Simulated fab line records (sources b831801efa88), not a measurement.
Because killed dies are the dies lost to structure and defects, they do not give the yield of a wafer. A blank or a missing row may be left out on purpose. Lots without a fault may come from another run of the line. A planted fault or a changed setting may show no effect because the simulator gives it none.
Struck lot and sound lot, side by side ; flow sky130 ; 15 steps out of a route of 708
Sound: the wafers L346.2, L346.3, L346.5. Struck: wafer L356.4; the same lot's L356.3 was not struck, so it is left out; see the end for the cause.
Order at every step that has rows: each side's tool, ch and its chambers, its first start. Under that, the readings that differ: sound wafers ; struck wafers ; difference of the means ; sigmas: that difference in standard deviations of wafers without a fault.
alike: same words and numbers on both sides, and readings whose means sit less than 2 such deviations apart. not compared: any withheld reading, any reading some wafer has no value for, any bound like >300 that may hide the same value, and any number with overlapping values for which the record gives no deviation.
A row with sigmas, a row that says differs or no value, or rows on one side alone: a step with any of these is where the two part. Non-overlapping numbers with no deviation appear without sigmas and do not part them. A reading missing from all wafers of one side parts the sides only when that side holds two or more wafers.

first, 8 steps without rows for these wafers: SKY_FIELD_ISO_DEHYDRATE_05 (time 60 s); SKY_FIELD_ISO_HMDS_06 (prime time 60 s); SKY_FIELD_ISO_COAT_07 (resist thk 60 nm); SKY_FIELD_ISO_COAT_08 (resist thk 450 nm); SKY_FIELD_ISO_SOFTBAKE_09 (time 90 s); SKY_FIELD_ISO_EXPOSE_10 (exposes mask FOM, target cd 150 nm); SKY_FIELD_ISO_PEB_11; SKY_FIELD_ISO_DEVELOP_12 (develop time 60 s).
SKY_FIELD_ISO_CD_MEAS_13: target cd 150 nm.
  sound on cd sem-01 at day 3 00:32; struck on cd sem-02 at day 5 01:11
  alike: cd nm
SKY_FIELD_ISO_ETCH_14: etches BARC in N2/H2, stops on SiO2, time 45.9 s, target depth 60 nm.
  sound on rie diel-02 ch 0,1,3, day 3 00:38; struck on rie diel-04 ch 2, day 5 01:16
  alike: bias w, drypump motor current A, oes product au, run length s, throttle valve pct
  not compared: rf hours counter h
SKY_FIELD_ISO_ETCH_15: etches the open film in CHF3/O2, stops on Si, target depth 180 nm, time 72 s.
  sound on rie diel-02 ch 0,1,3, day 3 00:40; struck on rie diel-04 ch 2, day 5 01:18
  alike: bias w, drypump motor current A, oes product au, run length s, throttle valve pct
  not compared: rf hours counter h
SKY_FIELD_ISO_STRIP_16: strips in O2/N2.
  sound on plasma asher-02 ch 0,1, day 3 00:44; struck on plasma asher-02 ch 1, day 5 01:23
  alike: drypump motor current A, oes product au, strip time to endpoint s
  not compared: rf hours counter h
SKY_FIELD_ISO_ETCH_17: etches Si in HBr/Cl2/O2, target depth 342 nm, time 97.7 s.
  sound on rie si-01 ch 0,1, day 3 00:50; struck on rie si-02 ch 3, day 5 01:28
reading;sound;struck;difference;sigmas
run length s (s);126.5 126.2 126.2;111.5;-14.8;-28
model.FIELD_ISO.feature depth nm (nm);342.8 338.3 339;295;-45;
model.etch.depth nm (nm);342.8 338.3 339;295;-45;
  alike: drypump motor current A, he backside leak sccm, oes product au, throttle valve pct
  not compared: bias w, rf hours counter h
then, 1 step without rows for these wafers: SKY_FIELD_ISO_WET_ETCH_18 (etches Si3N4 in H3PO4, target depth 25 nm, time 286 s).
-- a jump in the record: the struck wafers' starts before and after are 44 days apart (it breaks off in module FIELD_ISO and resumes in module PAD_OPEN, where the first step shown is number 708 of the route) --
SKY_PAD_OPEN_PROBE_99:
  sound on prober-02 at day 46 23:51; struck on prober-01 at day 49 00:01
reading;sound;struck;difference;sigmas
model.etest.res_p_drift_20v.line ohm um;1.081e+04 1.034e+04 1.062e+04;9030;-1560;
model.etest.res_p_drift_20v.rs ohm sq;9036 8848 8894;7492;-1434;
model.etest.pfet_16v.r on ohm um;1.527e+04 1.498e+04 1.523e+04;1.408e+04;-1.080e+03;
model.etest.res iso pwell.rs ohm sq;3123 2986 3042;2376;-674;
model.etest.res iso pwell.line ohm um;1167 1118 1139;888.6;-252.7;
model.etest.res nwell.line ohm um;1159 1123 1121;1040;-94;
model.etest.res nwell.rs ohm sq;968.8 943.8 953.5;868.3;-87.1;
model.etest.pfet_16v.drive ua um;243.6 244.1 244.5;253.3;+9.2;
  alike: killed_at_M0_to_M3, killed_at_M4_up, killed at contacts, killed at front end, killed at other, killed dies, killed open, killed short

== WHERE THEY PART ==
At SKY_FIELD_ISO_ETCH_17 and nowhere else, as far as this record goes. Later steps at which nothing parts them and some readings are alike: SKY_PAD_OPEN_PROBE_99.

WHY: what had been put in by the simulator
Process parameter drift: rie si-02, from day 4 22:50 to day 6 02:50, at SKY_FIELD_ISO_ETCH_17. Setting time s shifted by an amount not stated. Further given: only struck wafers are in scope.
